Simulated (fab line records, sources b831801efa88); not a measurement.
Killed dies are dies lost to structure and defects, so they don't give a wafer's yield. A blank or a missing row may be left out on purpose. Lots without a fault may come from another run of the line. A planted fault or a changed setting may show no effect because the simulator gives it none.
Which tool did it? | flow sky130 | 24 lots, 72 wafers sampled, at 6 steps of a route of 708

WHAT THE GAUGES READ, wafer by wafer
SKY_SONOS_ONO_THK_MEAS_03.
lot  | measured     | on            | SONOS_ONO_CVD_02_THK (nm)
L074 | day 12 07:02 | film_metro-02 | 10.42 10.50 10.46
L075 | day 12 12:16 | film_metro-04 | 10.50 10.28 10.60
L076 | day 12 12:16 | film_metro-02 | 10.60 10.68 10.60
L077 | day 12 16:32 | film_metro-04 | 10.58 10.52 10.74
L078 | day 12 22:35 | film_metro-04 | 10.37 10.32 10.20
L079 | day 13 09:38 | film_metro-02 | 10.68 10.52 10.64
L081 | day 13 23:30 | film_metro-01 | 10.60 10.56 10.52
L080 | day 13 23:31 | film_metro-02 | 10.46 10.56 10.52
L082 | day 14 01:17 | film_metro-02 | 10.39 10.38 10.50
L083 | day 14 10:10 | film_metro-04 | 10.41 10.32 10.32
L084 | day 14 19:50 | film_metro-01 | 10.49 10.51 10.58
L085 | day 15 06:08 | film_metro-02 | 10.62 10.74 10.61
L086 | day 15 10:11 | film_metro-01 | 10.47 10.46 10.48
L087 | day 15 15:21 | film_metro-04 | 10.42 10.59 10.47
L088 | day 15 22:25 | film_metro-04 | 10.28 10.32 10.41
L089 | day 16 04:43 | film_metro-04 | 10.35 10.27 10.39
L090 | day 16 15:49 | film_metro-04 | 10.67 10.63 10.65
L091 | day 16 20:49 | film_metro-02 | 10.43 10.38 10.47
L092 | day 17 12:49 | film_metro-02 | 10.41 10.45 10.49
L093 | day 17 12:49 | film_metro-04 | 10.58 10.32 10.29
L094 | day 18 04:52 | film_metro-02 | 10.49 10.65 10.60
L095 | day 18 13:32 | film_metro-02 | 10.46 10.56 10.51
L096 | day 18 18:22 | film_metro-02 | 10.53 10.60 10.56
L097 | day 19 04:10 | film_metro-02 | 10.50 10.58 10.38

SKY_LOCAL_INTERCONNECT_THK_MEAS_02: measures by xrf.
lot  | measured     | on            | LOCAL_INTERCONNECT_TIN_THK (nm)
L074 | day 29 22:14 | film_metro-04 | 97.9 97.2 97.5
L075 | day 30 08:40 | film_metro-03 | 99.3 98.9 99.1
L076 | day 30 05:49 | film_metro-03 | 99.9 100.7 101.0
L077 | day 30 12:32 | film_metro-03 | 98.9 99.9 100.1
L078 | day 30 17:01 | film_metro-02 | 99.2 100.7 99.4
L079 | day 30 22:31 | film_metro-02 | 100.4 99.6 100.4
L081 | day 31 15:55 | film_metro-04 | 100.5 98.8 99.9
L080 | day 31 19:24 | film_metro-03 | 98.7 98.9 98.9
L082 | day 31 20:25 | film_metro-04 | 97.1 98.4 98.8
L083 | day 32 07:33 | film_metro-02 | 100.0 101.0 100.8
L084 | day 32 17:10 | film_metro-02 | 100.9 99.9 99.3
L085 | day 33 01:44 | film_metro-03 | 99.1 98.0 98.1
L086 | day 33 03:35 | film_metro-02 | 99.9 98.3 99.5
L087 | day 33 11:48 | film_metro-03 | 99.8 99.2 98.8
L088 | day 33 18:43 | film_metro-02 | 100.9 100.1 99.2
L089 | day 33 23:25 | film_metro-03 | 97.7 98.7 99.1
L090 | day 34 10:16 | film_metro-02 | 98.6 100.8 99.6
L091 | day 34 12:46 | film_metro-02 | 101.2 100.4 99.5
L092 | day 35 05:23 | film_metro-02 | 99.8 98.9 99.7
L093 | day 35 06:43 | film_metro-02 | 100.9 99.2 101.6
L094 | day 35 18:25 | film_metro-02 | 100.2 102.5 101.3
L095 | day 36 00:20 | film_metro-03 | 100.7 97.9 100.4
L096 | day 36 03:37 | film_metro-03 | 97.9 98.2 98.2
L097 | day 36 09:42 | film_metro-04 | 100.5 101.1 101.1

SKY_METAL1_THK_MEAS_06: measures by xrf.
lot  | measured     | on            | METAL1_ALCU_THK (nm)
L074 | day 32 09:32 | film_metro-02 | 242 242 241
L075 | day 32 18:30 | film_metro-03 | 244 243 245
L076 | day 32 16:24 | film_metro-03 | 250 251 246
L077 | day 32 23:17 | film_metro-02 | 248 249 248
L078 | day 33 03:02 | film_metro-01 | 242 244 241
L079 | day 33 08:51 | film_metro-03 | 252 252 247
L081 | day 33 23:30 | film_metro-01 | 246 243 247
L080 | day 34 03:53 | film_metro-03 | 247 249 250
L082 | day 34 04:37 | film_metro-03 | 247 249 247
L083 | day 34 16:38 | film_metro-02 | 246 252 248
L084 | day 35 02:14 | film_metro-02 | 243 242 241
L085 | day 35 10:30 | film_metro-01 | 243 246 251
L086 | day 35 12:20 | film_metro-03 | 249 252 248
L087 | day 35 19:22 | film_metro-01 | 243 243 243
L088 | day 36 01:34 | film_metro-03 | 248 242 238
L089 | day 36 07:55 | film_metro-03 | 240 240 247
L090 | day 36 19:17 | film_metro-01 | 244 247 248
L091 | day 36 20:53 | film_metro-01 | 247 244 250
L092 | day 37 12:26 | film_metro-03 | 245 244 248
L093 | day 37 13:25 | film_metro-03 | 244 240 248
L094 | day 38 00:04 | film_metro-02 | 249 254 252
L095 | day 38 06:47 | film_metro-02 | 251 245 248
L096 | day 38 10:12 | film_metro-01 | 245 250 244
L097 | day 38 15:26 | film_metro-02 | 248 246 248

SKY_METAL2_CD_MEAS_15: target cd 140 nm.
lot  | measured     | on        | cd_nm (nm)
L074 | day 35 19:25 | cd_sem-02 | 139.8 139.2 139.7
L075 | day 36 05:07 | cd_sem-01 | 140.8 139.9 141.2
L076 | day 36 03:11 | cd_sem-02 | 139.1 140.2 139.4
L077 | day 36 08:42 | cd_sem-01 | 140.0 140.2 139.4
L078 | day 36 13:33 | cd_sem-02 | 140.4 139.4 139.9
L079 | day 36 19:26 | cd_sem-02 | 139.1 139.8 140.3
L081 | day 37 09:38 | cd_sem-02 | 137.3 136.8 138.6
L080 | day 37 14:26 | cd_sem-01 | 139.4 141.0 141.3
L082 | day 37 14:39 | cd_sem-01 | 138.7 137.2 138.2
L083 | day 38 01:05 | cd_sem-01 | 139.6 139.4 139.1
L084 | day 38 10:31 | cd_sem-01 | 138.9 138.8 138.8
L085 | day 38 19:23 | cd_sem-02 | 139.4 138.2 138.9
L086 | day 38 21:16 | cd_sem-01 | 138.8 139.7 139.2
L087 | day 39 02:22 | cd_sem-01 | 140.7 138.9 141.7
L088 | day 39 08:22 | cd_sem-02 | 140.0 140.4 138.4
L089 | day 39 14:08 | cd_sem-01 | 139.4 138.5 139.0
L090 | day 40 02:05 | cd_sem-02 | 140.4 139.5 139.7
L091 | day 40 02:54 | cd_sem-02 | 139.9 140.2 140.4
L092 | day 40 17:20 | cd_sem-01 | 140.5 139.3 139.9
L093 | day 40 18:37 | cd_sem-01 | 139.3 139.6 140.7
L094 | day 41 06:00 | cd_sem-02 | 140.0 141.6 141.2
L095 | day 41 12:49 | cd_sem-01 | 140.0 141.4 141.0
L096 | day 41 15:20 | cd_sem-02 | 142.0 142.7 141.7
L097 | day 41 21:04 | cd_sem-02 | 140.3 139.3 138.3

SKY_VIA2_OVL_MEAS_13.
lot  | measured     | on         | VIA2_OVL (nm)
L074 | day 36 23:05 | overlay-01 | 1 1 1
L075 | day 37 08:39 | overlay-01 | -5 -2 -6
L076 | day 37 06:27 | overlay-01 | 11 11 6
L077 | day 37 12:05 | overlay-01 | 10 15 13
L078 | day 37 17:19 | overlay-01 | -2 -9 -4
L079 | day 37 22:23 | overlay-02 | -4 -10 -11
L081 | day 38 12:08 | overlay-01 | 7 -2 3
L080 | day 38 16:47 | overlay-02 | 0 2 -2
L082 | day 38 17:08 | overlay-02 | -1 -2 -6
L083 | day 39 04:24 | overlay-02 | -2 -2 -8
L084 | day 39 13:06 | overlay-02 | -1 0 2
L085 | day 39 21:57 | overlay-02 | -6 -8 -6
L086 | day 39 23:59 | overlay-02 | -18 -9 -11
L087 | day 40 04:59 | overlay-01 | 2 4 -3
L088 | day 40 10:32 | overlay-02 | -1 -5 5
L089 | day 40 17:14 | overlay-02 | -3 -6 3
L090 | day 41 04:11 | overlay-01 | 1 5 3
L091 | day 41 05:11 | overlay-02 | 0 5 3
L092 | day 41 18:32 | overlay-01 | -8 -9 -7
L093 | day 41 20:19 | overlay-02 | -3 -1 -3
L094 | day 42 07:14 | overlay-02 | -2 -5 -5
L095 | day 42 14:14 | overlay-02 | 1 -1 4
L096 | day 42 16:24 | overlay-02 | 3 -2 6
L097 | day 42 22:23 | overlay-02 | 7 9 6

WHICH TOOL RAN EACH LOT (tool, then ch and the chambers of the sampled wafers, then the start)
lot  | SKY_METAL1_SPUTTER_04
L074 | pvd_sputter-04, day 32 09:21
L075 | pvd_sputter-03, day 32 18:20
L076 | pvd_sputter-04, day 32 16:14
L077 | pvd_sputter-04, day 32 23:06
L078 | pvd_sputter-03, day 33 02:52
L079 | pvd_sputter-02, day 33 08:40
L081 | pvd_sputter-03, day 33 23:16
L080 | pvd_sputter-04, day 34 03:42
L082 | pvd_sputter-02, day 34 04:26
L083 | pvd_sputter-03, day 34 16:28
L084 | pvd_sputter-03, day 35 02:02
L085 | pvd_sputter-03, day 35 10:20
L086 | pvd_sputter-02, day 35 12:11
L087 | pvd_sputter-04, day 35 19:11
L088 | pvd_sputter-03, day 36 01:23
L089 | pvd_sputter-04, day 36 07:44
L090 | pvd_sputter-03, day 36 19:07
L091 | pvd_sputter-04, day 36 20:43
L092 | pvd_sputter-04, day 37 12:15
L093 | pvd_sputter-04, day 37 13:14
L094 | pvd_sputter-02, day 37 23:53
L095 | pvd_sputter-02, day 38 06:37
L096 | pvd_sputter-02, day 38 10:00
L097 | pvd_sputter-04, day 38 15:16
- SKY_METAL1_SPUTTER_04: material TiN, target thk 70 nm, time 58.3 s.

WHAT THE TOOLS THEMSELVES READ (means of the sampled wafers that have a number; where no wafer has one, the mark that the record gives instead)
SKY_METAL1_SPUTTER_04.
lot  | tool           | throttle_valve_pct (%)
L074 | pvd_sputter-04 | 30.4
L075 | pvd_sputter-03 | 29.7
L076 | pvd_sputter-04 | 30.0
L077 | pvd_sputter-04 | 29.5
L078 | pvd_sputter-03 | 30.5
L079 | pvd_sputter-02 | 30.1
L081 | pvd_sputter-03 | 31.1
L080 | pvd_sputter-04 | 29.9
L082 | pvd_sputter-02 | 30.6
L083 | pvd_sputter-03 | 30.0
L084 | pvd_sputter-03 | 28.9
L085 | pvd_sputter-03 | 30.0
L086 | pvd_sputter-02 | 30.8
L087 | pvd_sputter-04 | 30.3
L088 | pvd_sputter-03 | 30.9
L089 | pvd_sputter-04 | 29.8
L090 | pvd_sputter-03 | 29.7
L091 | pvd_sputter-04 | 29.9
L092 | pvd_sputter-04 | 30.4
L093 | pvd_sputter-04 | 30.0
L094 | pvd_sputter-02 | 30.1
L095 | pvd_sputter-02 | 30.1
L096 | pvd_sputter-02 | 31.0
L097 | pvd_sputter-04 | 30.2

THE ANSWER, worked out from the rows above alone
Rule: what is usual is taken from the lots themselves. Put in order of their means at a reading, lots are off if they are a third of the lots or fewer, leave a main group of 4 or more, and stand apart from it by a gap of 3 or more times the standard deviation of the main group's means; of several such gaps the widest counts. A main group whose means are all the same, to the digits that the tables above print for the reading, isn't used. A lot without any number at a reading at which 4 lots or more have one is off too. The other lots that the step has rows for count as sound. The gauges are gone through in route order, then the tools' own readings, and for those a lot's mean is taken as printed above. The first step at which some lot is off is used, and at that step the reading that is off furthest; a lot without a number counts as furthest.
No lot is off at any reading shown: from this, nothing can be told.

WHAT THE SIMULATOR HAD PUT IN
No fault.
